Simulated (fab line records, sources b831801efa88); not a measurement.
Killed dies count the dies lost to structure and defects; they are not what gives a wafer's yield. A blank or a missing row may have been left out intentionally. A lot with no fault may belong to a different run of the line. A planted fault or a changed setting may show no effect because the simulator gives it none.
What tool caused it? ; flow gf180mcu ; 21 wafers from 7 lots sampled at 3 of the route's 602 steps

WHAT EACH GAUGE READ, for each wafer
GF_TOP_METAL_CD_MEAS_14: the cd target is 440 nm.
lot;measured;on;cd_nm (nm)
L472;day 28 01:58;cd_sem-01;439.0 440.1 438.8
L475;day 29 13:38;cd_sem-01;440.6 441.7 441.8
L478;day 30 06:37;cd_sem-02;440.2 440.3 443.4
L482;day 31 10:58;cd_sem-02;438.4 437.1 439.8
L484;day 31 20:34;cd_sem-02;436.3 435.2 437.4
L486;day 32 17:26;cd_sem-01;438.0 437.2 439.1
L490;day 33 09:49;cd_sem-02;441.8 442.1 442.3

EACH LOT AND THE TOOL THAT RAN IT (in order: tool; ch and the chambers of the sampled wafers; start)
lot;GF_SALICIDE_SPUTTER_02;GF_TOP_METAL_SPUTTER_00
L472;pvd_sputter-04, day 15 05:34;pvd_sputter-04, day 27 05:46
L475;pvd_sputter-03, day 16 12:57;pvd_sputter-01, day 28 18:32
L478;pvd_sputter-04, day 17 13:29;pvd_sputter-03, day 29 12:41
L482;pvd_sputter-04, day 19 06:23;pvd_sputter-04, day 30 17:22
L484;pvd_sputter-03, day 19 15:37;pvd_sputter-03, day 31 03:25
L486;pvd_sputter-04, day 21 00:44;pvd_sputter-03, day 32 00:34
L490;pvd_sputter-03, day 21 22:10;pvd_sputter-01, day 32 18:05
- GF_SALICIDE_SPUTTER_02: material Co, target thk 10 nm, time 20 s.
- GF_TOP_METAL_SPUTTER_00: material Ti, target thk 37.5 nm, time 150 s.

THE ANSWER, worked out from the rows above alone
Rule: usual is defined by the lots themselves. Put in order of their means at a reading, lots are off if they are a third of the lots or fewer, leave a main group of 4 or more, and stand apart from it by a gap of 3 or more times the standard deviation of the main group's means; of several such gaps the widest counts. If all means in a main group match to the digits the tables above print for the reading, that group is not used. A lot without any number at a reading at which 4 lots or more have one is off too. The other lots that the step has rows for count as sound.
Across all readings shown, no lot is off: no conclusion can be drawn from this.

WHAT WAS PUT IN BY THE SIMULATOR
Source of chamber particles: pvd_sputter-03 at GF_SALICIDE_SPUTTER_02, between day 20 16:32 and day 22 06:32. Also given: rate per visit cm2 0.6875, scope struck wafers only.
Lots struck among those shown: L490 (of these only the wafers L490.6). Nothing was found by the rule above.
